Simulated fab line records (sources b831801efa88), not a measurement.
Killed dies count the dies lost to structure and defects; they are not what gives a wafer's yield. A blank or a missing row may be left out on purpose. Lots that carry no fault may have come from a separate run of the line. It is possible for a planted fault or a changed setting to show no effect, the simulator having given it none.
Struck lot and sound lot, side by side + flow sky130 + 17 out of 708 route steps
Sound: the wafers L627.1, L627.2, L627.3. Struck: wafer L638.6; the same lot's L638.4 was not struck, so it is left out; see the end for the cause.
Each step with rows lists, per side, the tool, then ch with its chambers, then its first start. Under that, the readings that differ: sound wafers + struck wafers + difference of the means + sigmas: that difference in standard deviations of wafers without a fault.
alike: readings with means less than 2 such deviations apart, plus words and numbers identical on both sides. not compared: withheld readings, readings lacking a value on some wafer, bounds such as >300 that could conceal the same value, and numbers that have no deviation in the record and whose values overlap.
Wherever a step has rows on one side only, a row that says differs or no value, or a row with sigmas, the two part there. Non-overlapping numbers with no deviation appear without sigmas and do not part them. Lack of a reading on every wafer of one side parts them only where that side has two or more wafers.

first, 2 steps without rows for these wafers: SKY_LOCAL_INTERCONNECT_PEB_09; SKY_LOCAL_INTERCONNECT_DEVELOP_10 (develop time 60 s).
SKY_LOCAL_INTERCONNECT_CD_MEAS_11: target cd 170 nm.
  struck on cd-sem-01, day 34 01:32; sound on cd-sem-01, day 30 05:45
  alike: cd-nm
SKY_LOCAL_INTERCONNECT_OVL_MEAS_12:
  struck on overlay-02, day 34 01:37; sound on overlay-01, day 30 05:52
  alike: LOCAL_INTERCONNECT_OVL
SKY_LOCAL_INTERCONNECT_ETCH_13: etches BARC in N2/H2, stops on SiO2, time 45.9 s, target depth 60 nm.
  sound on rie-metal-02 ch 0,1, day 30 05:54; struck on rie-metal-03 ch 1, day 34 01:39
| reading               | sound             | struck | difference | sigmas |
|-----------------------|-------------------|--------|------------|--------|
| oes-product-au (a.u.) | 0.861 0.863 0.860 | 0.850  | -0.011     | -2     |
  alike: chamber-pressure-mTorr, drypump-motor-current-A, throttle-valve-pct
  not compared: rf-hours-counter-h
SKY_LOCAL_INTERCONNECT_METAL_ETCH_14: etches TiN in Cl2/BCl3, stops on PSG, target depth 110 nm, time 31.4 s.
  sound on rie-metal-02 ch 0,1, day 30 05:58; struck on rie-metal-03 ch 1, day 34 01:43
| reading                        | sound              | struck | difference | sigmas |
|--------------------------------|--------------------|--------|------------|--------|
| chamber-pressure-mTorr (mTorr) | 9.983 9.992 10.002 | 10.015 | +0.023     | +2     |
  alike: drypump-motor-current-A, oes-product-au, throttle-valve-pct
  not compared: rf-hours-counter-h
SKY_LOCAL_INTERCONNECT_STRIP_15: strips in O2/N2.
  sound on plasma-asher-04 ch 0,1, day 30 06:01; struck on plasma-asher-01 ch 1, day 34 01:47
  alike: chamber-pressure-mTorr, drypump-motor-current-A, oes-product-au, strip-time-to-endpoint-s
  not compared: rf-hours-counter-h
then, 3 steps without rows for these wafers: SKY_LOCAL_INTERCONNECT_STRIP_16 (strips in post etch residue remover, time 1200 s); SKY_LOCAL_INTERCONNECT_CLEAN_17 (cleans in IPA, time 180 s); SKY_LOCAL_INTERCONNECT_CLEAN_18 (cleans in O3/DIW).
SKY_CONTACT_CVD_00: deposits Si3N4, target thk 75 nm.
  sound on pecvd-03 ch 0,1,2, day 30 06:37; struck on pecvd-04 ch 1, day 34 02:21
  alike: heater-power-w
SKY_CONTACT_THK_MEAS_01:
  struck on film-metro-02, day 34 02:24; sound on film-metro-04, day 30 06:39
  alike: CONTACT_CVD_00_THK
SKY_CONTACT_HDPCVD_02: deposits SiO2, target thk 565 nm, time 94.2 s.
  sound on hdpcvd-02 ch 0,1,2, day 30 06:43; struck on hdpcvd-02 ch 1, day 34 02:28
| reading                                     | sound             | struck | difference | sigmas |
|---------------------------------------------|-------------------|--------|------------|--------|
| run-length-s (s)                            | 122.5 122.2 122.2 | 138.0  | +15.7      | +48    |
| model.SiO2_of_CONTACT_HDPCVD_02.thk-nm (nm) | 562.4 563.5 569.9 | 657.4  | +92.1      |        |
SKY_CONTACT_THK_MEAS_03:
  struck on film-metro-04, day 34 02:45; sound on film-metro-04, day 30 06:47
| reading                 | sound       | struck | difference | sigmas |
|-------------------------|-------------|--------|------------|--------|
| CONTACT_HDPCVD_THK (nm) | 563 564 570 | 657    | +91        | +15    |
  not compared: hold
SKY_CONTACT_CMP_04: polishes SiO2.
  sound on cmp-01 ch 1,2,3, day 30 06:50; struck on cmp-02 ch 2, day 34 05:54
| reading                 | sound             | struck                   | difference                   | sigmas |
|-------------------------|-------------------|--------------------------|------------------------------|--------|
| hold                    | - - -             | await-dispo/3.1h/release | no value on the sound wafers |        |
| edge-zone-pressure-frac | 1.005 0.992 1.007 | 0.987                    | -0.014                       | -3     |
| motor-current-A (A)     | 12.9 11.7 12.5    | 14.6                     | +2.2                         | +2     |
| time-to-endpoint-s (s)  | 84 85 87          | 114                      | +29                          | +8     |
SKY_CONTACT_BOW_MEAS_05:
  struck on film-metro-02, day 34 06:16; sound on film-metro-02, day 30 07:08
  alike: CONTACT_BOW
-- the record jumps here: 14 days lie between the struck wafers' starts before and after (it left off in module CONTACT and takes up again in module PAD_OPEN, whose first step shown is number 708 of the route) --
SKY_PAD_OPEN_PROBE_99:
  struck on prober-01, day 48 12:44; sound on prober-01, day 45 17:43
| reading | sound | struck                   | difference                   | sigmas |
|---------|-------|--------------------------|------------------------------|--------|
| hold    | - - - | await-dispo/2.9h/release | no value on the sound wafers |        |
  alike: killed_at_M0_to_M3, killed_at_M4_up, killed-at-contacts, killed-at-front-end, killed-at-other, killed-dies, killed-open, killed-short

## WHERE THEY PART
Earliest at SKY_LOCAL_INTERCONNECT_ETCH_13; latest, in this record, at SKY_PAD_OPEN_PROBE_99.

WHY: what the simulator had put in
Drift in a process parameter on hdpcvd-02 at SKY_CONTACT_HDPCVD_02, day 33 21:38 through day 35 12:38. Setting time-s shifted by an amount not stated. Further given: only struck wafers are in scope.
